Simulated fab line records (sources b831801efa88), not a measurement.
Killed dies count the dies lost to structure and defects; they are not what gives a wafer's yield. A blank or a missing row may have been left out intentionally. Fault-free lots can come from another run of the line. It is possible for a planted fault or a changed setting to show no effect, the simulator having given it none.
fab line records	flow gf180mcu
record lots=7	wafers=21	last_day=34
route steps=602 shown V1@344
lots that met no fault: from a run of the same line without faults
start_h: the number of hours between the record's first day and the start of the first shown wafer of the lot	wait_h: hours elapsed since this lot's preceding step	" repeats the value in the row above	L1.1+2: a row that stands for several wafers	- no value, or no start was given	* or withheld: withheld	< > ~ a bound
route shown NAME@n: NAME is a module with steps in the file, n the number in the route of the first one	usual: mean/standard deviation of fault-free wafers	same: alike in all rows	chamber/n: place in a boat	sites: the reading at each site	_std_site: the values' standard deviation	_edge_site: mean of outer sites minus mean of inner sites	radius_mm: how far each site lies from the wafer's centre	mask NAME#n: copy n	behind: tool/chamber where the wafer was last shaped	hold: cause of the lot's hold/its duration in hours/its outcome	device: the n, p or np transistor that did not switch	end of line: at the end of the route, the tests of the same wafers	a step without rows: its recipe alone	killed: not the wafer's yield, but the dies lost to structure and defects at the first sort	map: dies across one wafer; x = killed, . = not, _ = none there
set.NAME: the setting that was run; set.NAME@STEP: the one run at that earlier step	model.NAME: the simulator's own value behind a step, which no gauge read
lots seen at some steps along the route; tables by step, rows by wafer
services: a tool's chamber out of use, with start hour (start_h, from the record's first day; less than 0 if before it), hours out, and reason
## steps
# step GF_V1_COAT_09
# recipe resist=KrF	spin_rpm=withheld	resist_thk_nm=1000
# step GF_V1_SOFTBAKE_10
# recipe temp_c=130	time_s=60	resist=KrF
# step GF_V1_EXPOSE_11
# recipe mask_id=Via1	target_cd_nm=260	na=0.68	source_shape=conventional	sigma_outer=0.6	dose_mj=38
# step GF_V1_PEB_12
# recipe peb_temp_c=135	peb_time_s=90	resist=KrF
# step GF_V1_DEVELOP_13
# recipe develop_time_s=60	resist=KrF	dev_temp_c=21
# step GF_V1_CD_MEAS_14
# recipe target_cd_nm=260
# usual cd_nm=260.1/1.2
lot.wafer	tool	chamber	start_h	wait_h	cd_nm
L809.2	cd_sem-01	-	438.90	0.1	259.1
L809.5	"	-	"	"	261.1
L809.6	"	-	"	"	258.9
L816.2	cd_sem-01	-	490.91	0.1	260.9
L816.5	"	-	"	"	260.8
L816.6	"	-	"	"	260.6
L817.3	cd_sem-02	-	499.18	0.1	261.8
L817.4	"	-	"	"	261.6
L817.5	"	-	"	"	264.0
L818.2	cd_sem-02	-	507.54	0.3	259.8
L818.4	"	-	"	"	258.9
L818.6	"	-	"	"	260.3
L824.1	cd_sem-01	-	560.91	0.1	260.5
L824.2	"	-	"	"	261.2
L824.5	"	-	"	"	261.3
L826.1	cd_sem-01	-	573.71	0.1	259.1
L826.2	"	-	"	"	261.2
L826.4	"	-	"	"	261.2
L829.2	cd_sem-02	-	591.48	0.1	260.9
L829.5	"	-	"	"	262.2
L829.6	"	-	"	"	260.9
# step GF_V1_OVL_MEAS_15
# usual V1_OVL=-3/5.4
lot.wafer	tool	chamber	start_h	wait_h	V1_OVL[nm]
L809.2	overlay-01	-	439.01	0.1	-2
L809.5	"	-	"	"	0
L809.6	"	-	"	"	-5
L816.2	overlay-01	-	491.02	0.1	5
L816.5	"	-	"	"	5
L816.6	"	-	"	"	0
L817.3	overlay-02	-	499.27	0.1	-11
L817.4	"	-	"	"	-7
L817.5	"	-	"	"	-10
L818.2	overlay-01	-	507.65	0.1	5
L818.4	"	-	"	"	2
L818.6	"	-	"	"	6
L824.1	overlay-02	-	561.03	0.1	10
L824.2	"	-	"	"	3
L824.5	"	-	"	"	6
L826.1	overlay-02	-	573.83	0.1	-2
L826.2	"	-	"	"	-1
L826.4	"	-	"	"	1
L829.2	overlay-01	-	591.58	0.1	8
L829.5	"	-	"	"	0
L829.6	"	-	"	"	-2
# step GF_V1_ETCH_16
# recipe chemistry=N2/H2	target_depth_a=withheld	overetch_a=withheld	time_s=withheld	target=BARC	ion_energy_ev=200	source_w=500	bias_w=100	pressure_mtorr=30	n2_flow_sccm=100	h2_flow_sccm=200
# usual drypump_motor_current_A=5.7/0.41	h2_flow_sccm=200.0/0.57	oes_product_au=0.855/0.0049	throttle_valve_pct=13.226/0.009
lot.wafer	tool	chamber	start_h	wait_h	drypump_motor_current_A	h2_flow_sccm	oes_product_au	throttle_valve_pct
L809.2	rie_diel-03	2	439.04	0.0	5.2	200.7	0.851	13.213
L809.5	"	3	"	"	5.4	200.9	0.854	13.232
L809.6	"	0	"	"	5.6	200.3	0.848	13.222
L816.2	rie_diel-03	0	491.05	0.0	5.6	199.7	0.850	13.224
L816.5	"	1	"	"	6.2	200.1	0.854	13.219
L816.6	"	2	"	"	5.2	199.1	0.857	13.232
L817.3	rie_diel-02	2	499.30	0.0	5.6	200.3	0.856	13.215
L817.4	"	0	"	"	6.5	199.6	0.853	13.246
L817.5	"	2	"	"	5.6	200.8	0.858	13.221
L818.2	rie_diel-03	1	507.68	0.0	6.2	200.0	0.852	13.227
L818.4	"	0	"	"	5.6	199.0	0.860	13.247
L818.6	"	2	"	"	5.2	199.2	0.861	13.223
L824.1	rie_diel-02	2	561.06	0.0	5.6	200.2	0.856	13.220
L824.2	"	1	"	"	5.3	199.2	0.860	13.220
L824.5	"	0	"	"	6.5	201.0	0.858	13.219
L826.1	rie_diel-04	3	573.86	0.0	5.9	200.5	0.854	13.217
L826.2	"	1	"	"	5.8	200.4	0.851	13.224
L826.4	"	0	"	"	5.5	199.8	0.851	13.213
L829.2	rie_diel-02	0	591.61	0.0	6.5	200.6	0.863	13.248
L829.5	"	1	"	"	5.3	199.1	0.853	13.232
L829.6	"	2	"	"	5.6	200.2	0.853	13.206
# step GF_V1_ETCH_17
# recipe chemistry=C4F8/O2/Ar	mask_material=KrF	target=SiO2	stop_on=TiN	source_w=1500	bias_w=1200	pressure_mtorr=40	c4f8_flow_sccm=withheld	O2_flow_sccm=6	Ar_flow_sccm=300	time_s=withheld	target_depth_a=6300
# usual oes_product_au=0.855/0.0043
lot.wafer	tool	chamber	start_h	wait_h	oes_product_au
L809.2	rie_diel-03	2	-	-	0.855
L809.5	"	3	"	"	0.857
L809.6	"	0	"	"	0.858
L816.2	rie_diel-03	0	-	-	0.862
L816.5	"	1	"	"	0.856
L816.6	"	2	"	"	0.858
L817.3	rie_diel-02	2	-	-	0.850
L817.4	"	0	"	"	0.857
L817.5	"	2	"	"	0.856
L818.2	rie_diel-03	1	-	-	0.858
L818.4	"	0	"	"	0.857
L818.6	"	2	"	"	0.854
L824.1	rie_diel-02	2	-	-	0.853
L824.2	"	1	"	"	0.849
L824.5	"	0	"	"	0.862
L826.1	rie_diel-04	3	-	-	0.853
L826.2	"	1	"	"	0.860
L826.4	"	0	"	"	0.854
L829.2	rie_diel-02	0	-	-	0.861
L829.5	"	1	"	"	0.855
L829.6	"	2	"	"	0.858
# step GF_V1_STRIP_18
# recipe chemistry=O2/N2	power_w=1400	pressure_mtorr=1500	platen_temp_c=250	o2_flow_sccm=3000	n2_flow_sccm=300	overash_fraction=0.5
# usual drypump_motor_current_A=5.7/0.52	heater_power_w=306/19	oes_product_au=0.593/0.0052	platen_temp_c=250.02/0.18
lot.wafer	tool	chamber	start_h	wait_h	drypump_motor_current_A	heater_power_w	oes_product_au	platen_temp_c	rf_hours_counter_h
L809.2	plasma_asher-04	0	439.17	-	5.9	287	0.594	249.92	76
L809.5	"	0	"	"	5.9	289	0.593	249.79	-
L809.6	"	1	"	"	5.2	283	0.600	249.89	-
L816.2	plasma_asher-04	1	491.18	-	5.2	278	0.594	249.79	81
L816.5	"	1	"	"	5.2	275	0.591	249.97	-
L816.6	"	0	"	"	5.9	279	0.598	250.22	-
L817.3	plasma_asher-02	1	499.46	-	5.7	312	0.596	250.28	-
L817.4	"	0	"	"	5.5	308	0.588	249.77	-
L817.5	"	1	"	"	5.7	319	0.596	249.92	-
L818.2	plasma_asher-01	1	507.81	-	5.1	324	0.594	250.00	73
L818.4	"	1	"	"	5.1	332	0.588	250.05	-
L818.6	"	0	"	"	6.6	329	0.585	250.21	-
L824.1	plasma_asher-01	1	561.19	-	5.1	322	0.592	250.37	79
L824.2	"	0	"	"	6.6	332	0.601	250.10	79
L824.5	"	1	"	"	5.1	336	0.595	249.92	-
L826.1	plasma_asher-04	1	573.99	-	5.2	282	0.595	250.05	90
L826.2	"	0	"	"	5.9	282	0.595	249.98	90
L826.4	"	0	"	"	5.8	282	0.601	249.75	-
L829.2	plasma_asher-01	1	591.74	-	5.1	335	0.602	250.20	82
L829.5	"	1	"	"	5.1	327	0.594	250.31	-
L829.6	"	0	"	"	6.6	321	0.583	249.91	-
# step GF_V1_STRIP_19
# recipe chemistry=post_etch_residue_remover	time_s=1200	temp_c=72.5
# step GF_V1_CLEAN_20
# recipe chemistry=DIW	dry=n2_spin
# step GF_V1_SPUTTER_21
# recipe material=Ti	target_thk_nm=15	chamber_pressure_pa=5	power_w=2500	substrate_temp_c=200	time_s=80.02
# usual cathode_dc_power_W=2500.0/0.43	chamber_pressure_pa=4.999/0.011	throttle_valve_pct=29.6/1
lot.wafer	tool	chamber	start_h	wait_h	cathode_dc_power_W	chamber_pressure_pa	throttle_valve_pct
L809.2	pvd_sputter-03	-	439.70	0.0	2500.0	5.009	29.0
L809.5	"	-	"	"	2500.0	4.983	29.8
L809.6	"	-	"	"	2500.1	4.994	29.7
L816.2	pvd_sputter-01	-	491.74	0.0	-	-	-
L816.5	"	-	"	"	-	-	-
L816.6	"	-	"	"	-	-	-
L817.3	pvd_sputter-01	-	499.97	0.0	-	-	-
L817.4	"	-	"	"	-	-	-
L817.5	"	-	"	"	-	-	-
L818.2	pvd_sputter-01	-	508.85	0.0	-	-	-
L818.4	"	-	"	"	-	-	-
L818.6	"	-	"	"	-	-	-
L824.1	pvd_sputter-03	-	561.73	0.0	2501.0	4.999	28.9
L824.2	"	-	"	"	2500.2	5.008	27.7
L824.5	"	-	"	"	2499.7	4.999	29.3
L826.1	pvd_sputter-01	-	574.53	0.0	2500.5	4.999	30.6
L826.2	"	-	"	"	2500.1	5.009	30.0
L826.4	"	-	"	"	2500.0	4.997	28.9
L829.2	pvd_sputter-03	-	592.32	0.0	2500.1	4.995	28.9
L829.5	"	-	"	"	2499.3	5.002	30.1
L829.6	"	-	"	"	2500.0	4.990	30.1
# step GF_V1_SPUTTER_22
# recipe material=TiN	target_thk_nm=10	chamber_pressure_pa=5	power_w=4000	time_s=40
# usual cathode_dc_power_W=4000.0/0.7	chamber_pressure_pa=4.999/0.0099	throttle_valve_pct=29.7/1
lot.wafer	tool	chamber	start_h	wait_h	cathode_dc_power_W	chamber_pressure_pa	throttle_valve_pct
L809.2	pvd_sputter-03	-	439.76	0.0	4000.3	4.995	28.7
L809.5	"	-	"	"	4000.8	5.009	30.0
L809.6	"	-	"	"	4000.3	5.006	30.1
L816.2	pvd_sputter-01	-	491.80	0.0	4001.2	4.992	31.0
L816.5	"	-	"	"	4000.6	5.006	31.3
L816.6	"	-	"	"	3998.2	5.004	30.7
L817.3	pvd_sputter-01	-	500.03	0.0	3999.1	4.979	30.0
L817.4	"	-	"	"	3999.5	5.002	31.5
L817.5	"	-	"	"	4000.6	4.996	29.9
L818.2	pvd_sputter-01	-	508.91	0.0	3999.7	5.011	28.9
L818.4	"	-	"	"	4000.4	4.993	31.2
L818.6	"	-	"	"	4000.3	4.998	30.7
L824.1	pvd_sputter-03	-	561.79	0.0	4000.1	4.995	29.1
L824.2	"	-	"	"	4000.8	4.986	28.1
L824.5	"	-	"	"	3999.7	4.993	28.9
L826.1	pvd_sputter-01	-	574.59	0.0	3999.4	4.984	30.6
L826.2	"	-	"	"	4000.8	4.978	29.8
L826.4	"	-	"	"	4000.2	5.000	28.8
L829.2	pvd_sputter-03	-	592.39	0.0	4000.8	5.001	29.2
L829.5	"	-	"	"	3998.8	5.015	30.0
L829.6	"	-	"	"	4000.5	4.990	30.2
## services
tool	chamber	start_h	hours	kind
pvd_sputter-03	-	417.51	1.7	repair
rie_diel-04	0	424.07	3.3	repair
rie_diel-02	2	427.33	6.9	repair
plasma_asher-04	-	428.34	0.7	repair
rie_diel-04	0	435.66	1.3	repair
rie_diel-03	1	459.66	-	clean
rie_diel-03	1	459.66	27.2	scheduled_down
rie_diel-03	1	459.66	27.2	vent_cycle
rie_diel-03	0	463.64	1.7	repair
pvd_sputter-01	-	468.51	1.9	repair
rie_diel-02	3	473.26	7.4	repair
rie_diel-03	3	485.23	10.8	repair
rie_diel-04	3	491.96	4.6	repair
rie_diel-02	3	494.84	13.2	repair
rie_diel-03	-	509.55	2.4	repair
pvd_sputter-01	-	512.62	3.6	repair
rie_diel-04	1	534.89	2.1	repair
plasma_asher-04	-	552.88	0.7	repair
rie_diel-03	2	576.51	9.2	repair
plasma_asher-01	-	579.04	0.3	repair
plasma_asher-02	-	580.00	15.6	pm
rie_diel-02	2	584.81	2.0	repair
rie_diel-03	3	585.75	-	clean
rie_diel-03	3	585.75	15.5	scheduled_down
## key
first_sign step=GF_V1_SPUTTER_21	reading=tool_record	direction=missing
effect none on later readings
met_at GF_V1_SPUTTER_21
struck_wafers L816.2,L816.5,L816.6,L817.3,L817.4,L817.5,L818.2,L818.4,L818.6
later_rows_left_out L816.2,L816.5,L816.6,L817.3,L817.4,L817.5,L818.2,L818.4,L818.6
sort_left_out L816.2,L816.5,L816.6,L817.3,L817.4,L817.5,L818.2,L818.4,L818.6
fault kind=skipped_step_whole	tool=pvd_sputter-01	chamber=-	onset_h=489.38	steps=GF_V1_SPUTTER_21	scope=struck_lots_only
# sort_left_out: the simulated sort isn't trusted on such a fault, so these wafers' sort isn't shown, and their yield isn't known
# later_rows_left_out: the simulator's readings of these wafers behind a module that went badly wrong aren't trusted and aren't shown, but for the sort
